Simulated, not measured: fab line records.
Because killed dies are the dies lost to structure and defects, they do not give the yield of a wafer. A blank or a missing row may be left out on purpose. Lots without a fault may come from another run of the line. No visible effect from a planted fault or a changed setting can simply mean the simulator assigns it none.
Which tool is to blame? / flow gf180mcu / 24 lots with 72 wafers sampled at 3 steps, on a route of 602 steps

== WHAT EACH GAUGE READ, for each wafer ==
GF_CONTACT_THK_MEAS_01.
lot=L074; measured=day 15 08:20; on=film-metro-04; CONTACT_CVD_00_THK (nm)=296 298 297
lot=L075; measured=day 15 09:05; on=film-metro-03; CONTACT_CVD_00_THK (nm)=302 301 298
lot=L076; measured=day 15 22:13; on=film-metro-02; CONTACT_CVD_00_THK (nm)=304 299 297
lot=L077; measured=day 16 03:58; on=film-metro-03; CONTACT_CVD_00_THK (nm)=303 292 302
lot=L078; measured=day 16 16:47; on=film-metro-02; CONTACT_CVD_00_THK (nm)=299 304 301
lot=L079; measured=day 16 23:20; on=film-metro-03; CONTACT_CVD_00_THK (nm)=299 300 301
lot=L080; measured=day 17 15:34; on=film-metro-04; CONTACT_CVD_00_THK (nm)=304 295 299
lot=L081; measured=day 17 21:08; on=film-metro-03; CONTACT_CVD_00_THK (nm)=301 306 303
lot=L082; measured=day 18 07:14; on=film-metro-04; CONTACT_CVD_00_THK (nm)=302 293 293
lot=L083; measured=day 18 13:09; on=film-metro-02; CONTACT_CVD_00_THK (nm)=305 296 298
lot=L084; measured=day 18 18:41; on=film-metro-02; CONTACT_CVD_00_THK (nm)=296 295 307
lot=L085; measured=day 19 02:43; on=film-metro-03; CONTACT_CVD_00_THK (nm)=296 299 300
lot=L086; measured=day 19 19:08; on=film-metro-04; CONTACT_CVD_00_THK (nm)=296 303 299
lot=L087; measured=day 20 01:26; on=film-metro-03; CONTACT_CVD_00_THK (nm)=303 297 298
lot=L088; measured=day 20 08:08; on=film-metro-04; CONTACT_CVD_00_THK (nm)=297 299 294
lot=L089; measured=day 20 16:18; on=film-metro-02; CONTACT_CVD_00_THK (nm)=301 299 301
lot=L090; measured=day 20 23:52; on=film-metro-03; CONTACT_CVD_00_THK (nm)=304 299 297
lot=L091; measured=day 21 06:05; on=film-metro-03; CONTACT_CVD_00_THK (nm)=302 298 299
lot=L092; measured=day 21 12:55; on=film-metro-04; CONTACT_CVD_00_THK (nm)=296 302 303
lot=L093; measured=day 22 05:31; on=film-metro-04; CONTACT_CVD_00_THK (nm)=307 302 306
lot=L094; measured=day 22 08:18; on=film-metro-04; CONTACT_CVD_00_THK (nm)=300 304 303
lot=L095; measured=day 22 16:25; on=film-metro-04; CONTACT_CVD_00_THK (nm)=298 301 304
lot=L096; measured=day 23 02:52; on=film-metro-03; CONTACT_CVD_00_THK (nm)=302 301 305
lot=L097; measured=day 23 11:11; on=film-metro-04; CONTACT_CVD_00_THK (nm)=300 305 300

GF_V1_BOW_MEAS_05.
lot=L074; measured=day 17 08:10; on=film-metro-01; V1_BOW (um)=83 93 87
lot=L075; measured=day 17 08:55; on=film-metro-01; V1_BOW (um)=77 81 75
lot=L076; measured=day 17 23:18; on=film-metro-04; V1_BOW (um)=87 78 82
lot=L077; measured=day 18 05:31; on=film-metro-02; V1_BOW (um)=87 61 85
lot=L078; measured=day 18 18:06; on=film-metro-01; V1_BOW (um)=80 82 83
lot=L079; measured=day 19 01:41; on=film-metro-04; V1_BOW (um)=74 71 82
lot=L080; measured=day 19 18:44; on=film-metro-01; V1_BOW (um)=72 83 83
lot=L081; measured=day 20 01:16; on=film-metro-02; V1_BOW (um)=83 86 88
lot=L082; measured=day 20 11:16; on=film-metro-02; V1_BOW (um)=88 88 84
lot=L083; measured=day 20 18:01; on=film-metro-04; V1_BOW (um)=82 64 78
lot=L084; measured=day 20 22:24; on=film-metro-01; V1_BOW (um)=95 101 85
lot=L085; measured=day 21 07:04; on=film-metro-02; V1_BOW (um)=84 81 81
lot=L086; measured=day 21 22:56; on=film-metro-02; V1_BOW (um)=82 74 83
lot=L087; measured=day 22 04:26; on=film-metro-01; V1_BOW (um)=72 75 71
lot=L088; measured=day 22 10:02; on=film-metro-04; V1_BOW (um)=76 91 76
lot=L089; measured=day 22 19:02; on=film-metro-01; V1_BOW (um)=79 86 83
lot=L090; measured=day 23 02:13; on=film-metro-01; V1_BOW (um)=65 84 83
lot=L091; measured=day 23 08:18; on=film-metro-01; V1_BOW (um)=87 88 71
lot=L092; measured=day 23 13:47; on=film-metro-04; V1_BOW (um)=92 94 78
lot=L093; measured=day 24 07:04; on=film-metro-02; V1_BOW (um)=82 86 88
lot=L094; measured=day 24 09:24; on=film-metro-02; V1_BOW (um)=69 84 80
lot=L095; measured=day 24 16:41; on=film-metro-04; V1_BOW (um)=88 98 78
lot=L096; measured=day 25 03:34; on=film-metro-02; V1_BOW (um)=75 77 82
lot=L097; measured=day 25 10:20; on=film-metro-04; V1_BOW (um)=81 81 81

GF_V2_OVL_MEAS_15.
lot=L074; measured=day 20 11:26; on=overlay-01; V2_OVL (nm)=1 -4 4
lot=L075; measured=day 20 11:40; on=overlay-02; V2_OVL (nm)=1 1 -4
lot=L076; measured=day 21 04:32; on=overlay-01; V2_OVL (nm)=-6 -5 -3
lot=L077; measured=day 21 08:17; on=overlay-01; V2_OVL (nm)=-7 -7 -2
lot=L078; measured=day 21 20:53; on=overlay-02; V2_OVL (nm)=-4 -10 -2
lot=L079; measured=day 22 05:55; on=overlay-01; V2_OVL (nm)=-9 -10 3
lot=L080; measured=day 22 20:15; on=overlay-02; V2_OVL (nm)=-1 9 18
lot=L081; measured=day 23 02:45; on=overlay-01; V2_OVL (nm)=0 14 8
lot=L082; measured=day 23 12:46; on=overlay-02; V2_OVL (nm)=-7 -4 -2
lot=L083; measured=day 23 19:36; on=overlay-01; V2_OVL (nm)=-4 -3 -1
lot=L084; measured=day 23 23:55; on=overlay-02; V2_OVL (nm)=3 8 7
lot=L085; measured=day 24 06:42; on=overlay-02; V2_OVL (nm)=-4 -3 -6
lot=L086; measured=day 24 22:05; on=overlay-02; V2_OVL (nm)=1 -7 -5
lot=L087; measured=day 25 03:14; on=overlay-02; V2_OVL (nm)=-2 7 0
lot=L088; measured=day 25 08:08; on=overlay-02; V2_OVL (nm)=3 -2 -1
lot=L089; measured=day 25 17:18; on=overlay-02; V2_OVL (nm)=-10 -5 -6
lot=L090; measured=day 25 22:59; on=overlay-01; V2_OVL (nm)=-1 -1 5
lot=L091; measured=day 26 05:23; on=overlay-01; V2_OVL (nm)=4 6 10
lot=L092; measured=day 26 10:37; on=overlay-01; V2_OVL (nm)=9 7 5
lot=L093; measured=day 27 02:16; on=overlay-01; V2_OVL (nm)=-7 -2 -3
lot=L094; measured=day 27 04:47; on=overlay-01; V2_OVL (nm)=1 1 4
lot=L095; measured=day 27 11:33; on=overlay-01; V2_OVL (nm)=-1 2 -2
lot=L096; measured=day 27 20:27; on=overlay-01; V2_OVL (nm)=6 12 2
lot=L097; measured=day 28 06:47; on=overlay-01; V2_OVL (nm)=1 3 4

== EACH LOT AND THE TOOL THAT RAN IT (in order: tool; ch and the chambers of the sampled wafers; start) ==
The record holds no process step before these readings.

== AS READ BY THE TOOLS THEMSELVES (means over the sampled wafers that have a number; for cases with no such wafer, the mark the record gives instead) ==
The record holds no such reading with a usual standard deviation.

== THE ANSWER, worked out from the rows above alone ==
Rule: the lots themselves supply what counts as usual. The widest of any qualifying gaps counts: lots, ordered by their means at a reading, are off when they make up no more than a third of the lots, leave a main group of 4 or more, and stand apart from it by 3 or more times the standard deviation of that group's means. The tables above print the reading to a certain number of digits; a main group whose means all agree to those digits is not used. Also off: a lot with no number at a reading for which 4 or more lots have one. All remaining lots with rows at the step are treated as sound. Order of review: gauges by route order, followed by the tools' own readings, for which a lot's mean as printed above is used. At the first step where some lot is off, the reading lying furthest off is the one used; lots without a number count as furthest.
None of the lots is off at any reading shown; this tells nothing.

== WHAT HAD BEEN PUT IN BY THE SIMULATOR ==
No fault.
